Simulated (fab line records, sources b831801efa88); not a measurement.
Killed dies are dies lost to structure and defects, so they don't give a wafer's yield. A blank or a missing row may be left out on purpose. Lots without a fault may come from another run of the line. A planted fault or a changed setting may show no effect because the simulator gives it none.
fab line records | flow gf180mcu
record lots=12 wafers=36 last_day=34
route steps=602 shown V3@455 V4@497 MIM@508
lots that met no fault: from a run of the same line without faults
start_h: hours from the record's first day to the start of the lot's first wafer shown | wait_h: hours since the lot's step before | " the same as in the row above | L1.1+2: a row that stands for several wafers | - no value, or no start given | * or withheld: withheld | < > ~ a bound
route shown NAME@n: a module of which the file shows steps, and the number in the route of the first | usual: mean/standard deviation of fault-free wafers | same: alike in all rows | chamber/n: place in a boat | sites: the reading at each site | _std_site: their standard deviation | _edge_site: outer sites' mean less inner sites' | radius_mm: how far each site lies from the wafer's centre | mask NAME#n: copy n | behind: the tool/chamber that last shaped the wafer | hold: why the lot was held/for how many hours/how that ended | device: the transistor (n, p or np) that didn't switch | end of line: the same wafers' tests at the end of the route | a step without rows: its recipe alone | killed: dies lost to structure and defects at the first sort, not the wafer's yield | map: a wafer's dies, x killed, . not, _ none there
set.NAME: the setting as run; set.NAME@STEP: as run at that earlier step | model.NAME: the simulator's own value behind a step, which no gauge read
steps of the route over a sample of lots; a table a step, a row a wafer
services: from which hour (start_h, from the record's first day; less than 0 if before it) a tool's chamber was out of use, for how many hours, and why
## steps
# step GF_V3_CMP_26
# recipe stop_on=SiO2 down_force_psi=3.5 platen_rpm=60 t_overpolish_s=15 target_thk_nm=0 pad_velocity_m_s=0.94248
# usual head_pressure_psi=3.500/0.0079 motor_current_A=10.7/1.2 overpolish_run_s=15.000/0.0085 slurry_filter_dp_kPa=13.50/0.13 time_to_endpoint_s=83/3.9
# columns lot.wafer tool chamber start_h wait_h head_pressure_psi motor_current_A overpolish_run_s slurry_filter_dp_kPa time_to_endpoint_s
L314.4 cmp-01 2 517.66 0.0 3.520 11.5 15.012 13.40 87
L314.3 " 0 " " 3.497 9.3 14.997 13.48 80
L314.5 " 2 " " 3.500 11.2 14.992 13.50 90
L315.1 cmp-02 0 524.86 0.1 3.502 10.1 15.002 13.53 87
L315.3 " 1 " " 3.497 12.9 14.999 13.26 87
L315.6 " 3 " " 3.501 9.8 15.005 13.40 85
L320.4 cmp-02 0 574.13 0.1 3.500 10.8 14.985 13.35 84
L320.3 " 1 " " 3.497 12.0 14.982 13.75 86
L320.5 " 3 " " 3.504 9.8 15.005 13.54 82
L323.1 cmp-01 0 595.41 0.1 3.513 8.7 15.002 13.50 81
L323.6 " 0 " " 3.500 9.1 15.016 13.51 79
L323.5 " 1 " " 3.489 12.1 14.997 13.28 80
L326.4 cmp-02 3 610.83 0.0 3.493 10.0 15.002 13.46 82
L326.3 " 0 " " 3.499 11.1 14.994 13.61 88
L326.6 " 0 " " 3.500 10.9 15.000 13.35 87
L327.2 cmp-02 3 625.89 0.0 3.499 10.8 14.998 13.64 84
L327.3 " 2 " " 3.497 11.1 15.004 13.42 77
L327.5 " 3 " " 3.501 10.2 15.000 13.54 83
L328.1 cmp-01 3 629.49 0.1 3.511 9.3 14.996 13.53 79
L328.3 " 2 " " 3.485 11.5 15.002 13.45 86
L328.6 " 0 " " 3.500 9.2 15.009 13.42 78
L329.3 cmp-02 1 638.23 0.0 3.493 12.7 15.003 13.51 85
L329.4 " 3 " " 3.501 9.8 14.998 13.33 85
L329.6 " 1 " " 3.504 12.6 14.998 13.50 85
L331.3 cmp-01 0 650.64 0.1 3.503 9.3 14.996 13.51 77
L331.1 " 1 " " 3.489 11.7 14.996 13.64 83
L331.6 " 2 " " 3.499 11.6 14.996 13.52 85
L334.2 cmp-01 3 670.08 0.1 3.491 9.0 15.009 13.31 76
L334.6 " 2 " " 3.477 11.7 15.012 13.48 89
L334.5 " 3 " " 3.488 9.3 15.000 13.67 76
L336.1 cmp-01 0 686.70 0.1 3.490 8.9 15.005 13.26 78
L336.2 " 2 " " 3.492 10.9 15.011 13.26 89
L336.6 " 0 " " 3.503 9.6 15.000 13.60 76
L337.3 cmp-01 1 687.41 0.1 3.500 11.6 14.994 13.37 80
L337.4 " 2 " " 3.500 11.4 14.997 13.49 85
L337.5 " 0 " " 3.505 9.3 15.013 13.75 74
# step GF_V4_SPUTTER_21
# recipe material=Ti target_thk_nm=15 chamber_pressure_pa=5 power_w=2500 substrate_temp_c=200 time_s=80.02
# usual chamber_pressure_pa=5.001/0.01 throttle_valve_pct=29.4/1.1
# columns lot.wafer tool chamber start_h wait_h chamber_pressure_pa throttle_valve_pct
L314.3 pvd_sputter-03 - 565.86 0.0 5.010 29.4
L314.4 " - " " 5.002 29.0
L314.5 " - " " 4.989 29.5
L315.1 pvd_sputter-03 - 571.76 0.0 5.005 29.2
L315.3 " - " " 5.007 28.6
L315.6 " - " " 4.999 29.3
L320.3 pvd_sputter-03 - 619.12 0.0 5.000 28.8
L320.4 " - " " 5.007 29.5
L320.5 " - " " 5.002 28.8
L323.1 pvd_sputter-03 - 638.84 0.0 4.987 29.5
L323.5 " - " " 5.000 29.4
L323.6 " - " " 5.001 28.9
L326.3 pvd_sputter-03 - 653.54 0.0 4.998 29.5
L326.4 " - " " 4.998 29.2
L326.6 " - " " 5.000 29.3
L327.2 pvd_sputter-03 - 668.50 0.0 5.005 29.3
L327.3 " - " " 4.999 28.6
L327.5 " - " " 4.989 29.6
L328.1 pvd_sputter-02 - 671.46 0.0 4.998 28.8
L328.3 " - " " 5.010 31.5
L328.6 " - " " 4.989 29.3
L329.3 pvd_sputter-02 - 679.60 0.0 5.004 31.5
L329.4 " - " " 5.002 29.2
L329.6 " - " " 5.009 28.7
L331.1 pvd_sputter-04 - 691.53 0.0 4.995 31.2
L331.3 " - " " 5.012 29.6
L331.6 " - " " 4.983 29.7
L334.2 pvd_sputter-03 - 709.90 0.0 5.009 29.3
L334.5 " - " " 4.996 29.3
L334.6 " - " " 4.985 28.9
L336.1 pvd_sputter-04 - 726.05 0.0 5.020 30.5
L336.2 " - " " 5.001 29.9
L336.6 " - " " 4.991 29.8
L337.3 pvd_sputter-03 - 727.42 0.0 5.005 28.9
L337.4 " - " " 5.003 28.9
L337.5 " - " " 4.994 29.5
# step GF_V4_THK_MEAS_25
# recipe thk_meas_gauge=xrf reads=W_of_V4_CVD_23
# usual V4_W_THK=349/6.1
# columns lot.wafer tool chamber start_h wait_h V4_W_THK[nm]
L314.3 film_metro-04 - 566.22 0.1 341
L314.4 " - " " 346
L314.5 " - " " 340
L315.1 film_metro-04 - 572.09 0.1 343
L315.3 " - " " 339
L315.6 " - " " 344
L320.3 film_metro-04 - 619.48 0.1 341
L320.4 " - " " 341
L320.5 " - " " 343
L323.1 film_metro-01 - 639.18 0.1 359
L323.5 " - " " 358
L323.6 " - " " 365
L326.3 film_metro-03 - 653.90 0.1 347
L326.4 " - " " 350
L326.6 " - " " 350
L327.2 film_metro-04 - 668.85 0.1 357
L327.3 " - " " 352
L327.5 " - " " 360
L328.1 film_metro-03 - 671.79 0.1 366
L328.3 " - " " 360
L328.6 " - " " 364
L329.3 film_metro-04 - 679.96 0.1 347
L329.4 " - " " 343
L329.6 " - " " 345
L331.1 film_metro-04 - 691.86 0.1 346
L331.3 " - " " 342
L331.6 " - " " 350
L334.2 film_metro-03 - 710.24 0.1 345
L334.5 " - " " 346
L334.6 " - " " 342
L336.1 film_metro-03 - 726.38 0.1 339
L336.2 " - " " 336
L336.6 " - " " 338
L337.3 film_metro-03 - 727.77 0.1 341
L337.4 " - " " 347
L337.5 " - " " 342
# step GF_MIM_CVD_05
# recipe material=Si3N4 target_thk_nm=42 temp_max_c=400 temp_c=385 time_s=29.086 rf_w=450
# usual heater_power_w=672/110 rf_fwd_power_W=444.2/2.9 temp_max_c=399.99/0.22
# columns lot.wafer tool chamber start_h wait_h heater_power_w rf_fwd_power_W since_wet_clean_h temp_max_c
L314.3 pecvd-03 2 566.78 0.0 655 444.2 600 400.06
L314.4 " 1 " " 646 445.8 - 400.32
L314.5 " 2 " " 623 444.8 - 399.90
L315.1 pecvd-02 1 572.67 0.0 777 447.0 815 400.04
L315.3 " 2 " " 643 445.6 815 399.80
L315.6 " 0 " " 844 443.0 - 399.85
L320.3 pecvd-02 2 620.11 0.0 547 443.5 15 400.11
L320.4 " 2 " " 550 442.4 - 400.15
L320.5 " 0 " " 795 441.0 - 399.78
L323.1 pecvd-02 0 639.76 0.0 817 368.2 35 400.00
L323.5 " 2 " " 657 368.7 - 400.24
L323.6 " 0 " " 836 368.1 - 399.95
L326.3 pecvd-01 2 654.46 0.0 565 443.9 272 400.38
L326.4 " 2 " " 580 444.4 - 400.55
L326.6 " 1 " " 751 447.6 - 400.05
L327.2 pecvd-02 0 669.42 0.0 859 365.1 64 400.24
L327.3 " 1 " " 803 374.9 64 399.60
L327.5 " 2 " " 551 369.8 - 399.93
L328.1 pecvd-01 0 672.41 0.0 626 443.2 290 399.75
L328.3 " 2 " " 532 442.2 290 400.24
L328.6 " 0 " " 615 444.1 - 399.91
L329.3 pecvd-01 1 680.52 0.0 737 445.3 298 400.06
L329.4 " 2 " " 548 439.6 - 399.88
L329.6 " 1 " " 741 444.5 - 399.76
L331.1 pecvd-03 1 692.47 0.0 647 449.7 726 399.79
L331.3 " 2 " " 615 441.9 726 400.08
L331.6 " 0 " " 525 443.4 - 400.29
L334.2 pecvd-03 2 710.84 0.0 637 440.5 744 400.27
L334.5 " 1 " " 663 445.0 - 399.61
L334.6 " 0 " " 536 445.7 - 400.04
L336.1 pecvd-03 1 726.97 0.0 645 448.7 761 399.94
L336.2 " 0 " " 584 442.7 761 399.82
L336.6 " 0 " " 565 445.2 - 400.02
L337.3 pecvd-01 0 728.36 0.0 581 442.5 345 400.12
L337.4 " 2 " " 580 441.4 - 400.13
L337.5 " 0 " " 601 443.0 - 399.74
# step GF_MIM_THK_MEAS_06
# recipe reads=Si3N4_of_MIM_CVD_05
# usual MIM_CVD_05_THK=41.9/0.55
# columns lot.wafer tool chamber start_h wait_h MIM_CVD_05_THK[nm]
L314.3 film_metro-03 - 566.83 0.0 42.1
L314.4 " - " " 43.5
L314.5 " - " " 42.6
L315.1 film_metro-03 - 572.70 0.0 41.4
L315.3 " - " " 41.1
L315.6 " - " " 42.3
L320.3 film_metro-04 - 620.16 0.0 41.5
L320.4 " - " " 41.6
L320.5 " - " " 41.7
L323.1 film_metro-04 - 639.79 0.0 39.6
L323.5 " - " " 39.7
L323.6 " - " " 39.7
L326.3 film_metro-03 - 654.51 0.0 40.8
L326.4 " - " " 41.8
L326.6 " - " " 42.4
L327.2 film_metro-04 - 669.46 0.0 39.4
L327.3 " - " " 39.9
L327.5 " - " " 39.8
L328.1 film_metro-02 - 672.44 0.0 42.2
L328.3 " - " " 41.9
L328.6 " - " " 43.1
L329.3 film_metro-04 - 680.57 0.0 41.2
L329.4 " - " " 41.6
L329.6 " - " " 42.0
L331.1 film_metro-04 - 692.50 0.0 42.8
L331.3 " - " " 42.4
L331.6 " - " " 42.2
L334.2 film_metro-02 - 710.88 0.0 42.6
L334.5 " - " " 43.4
L334.6 " - " " 42.3
L336.1 film_metro-04 - 727.00 0.0 41.7
L336.2 " - " " 41.2
L336.6 " - " " 41.7
L337.3 film_metro-04 - 728.41 0.0 42.3
L337.4 " - " " 42.3
L337.5 " - " " 42.1
## services
# columns tool chamber start_h hours kind
cmp-02 - 504.09 0.2 repair
cmp-01 - 508.88 1.8 repair
cmp-02 - 521.19 1.4 repair
pvd_sputter-02 - 524.51 4.8 repair
cmp-02 - 536.71 4.7 repair
pecvd-02 - 558.79 0.7 repair
cmp-01 - 563.35 2.3 repair
cmp-01 - 573.11 4.0 pm
cmp-01 - 577.11 - consumable_replace:conditioner
pvd_sputter-03 2 581.52 - consumable_replace:kit
pvd_sputter-03 2 581.52 18.0 scheduled_down
pvd_sputter-03 2 581.52 18.0 vent_cycle
cmp-02 - 589.34 0.9 repair
pecvd-02 - 591.12 14.0 pm
pecvd-02 0 602.97 7.3 repair
cmp-01 - 616.10 4.1 pm
pecvd-03 1 640.76 4.8 repair
pvd_sputter-03 - 642.77 6.2 repair
pecvd-02 2 678.13 13.8 repair
cmp-01 - 685.62 0.9 repair
pecvd-03 - 694.00 2.8 pm
pecvd-03 0 701.15 6.2 repair
pecvd-01 - 706.67 14.6 pm
pecvd-02 - 725.00 6.0 pm
## key
first_sign step=GF_MIM_CVD_05 reading=rf_fwd_power_W direction=down sigmas=26 usual=444.2 struck=369.1
effect step=GF_MIM_THK_MEAS_06 reading=MIM_CVD_05_THK direction=down sigmas=4 usual=41.9 struck=39.7
met_at GF_MIM_CVD_05
struck_lots L323,L327
not_acting_at GF_V3_CMP_26,GF_V4_SPUTTER_21,GF_V4_THK_MEAS_25
onset_between 620.11 639.76
fault kind=process_parameter_drift tool=pecvd-02 chamber=- onset_h=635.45 steps=GF_MIM_CVD_05 channel=rf_w offset=-72 shape=step end_h=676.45 acts_in=these_recipes_only stated=450
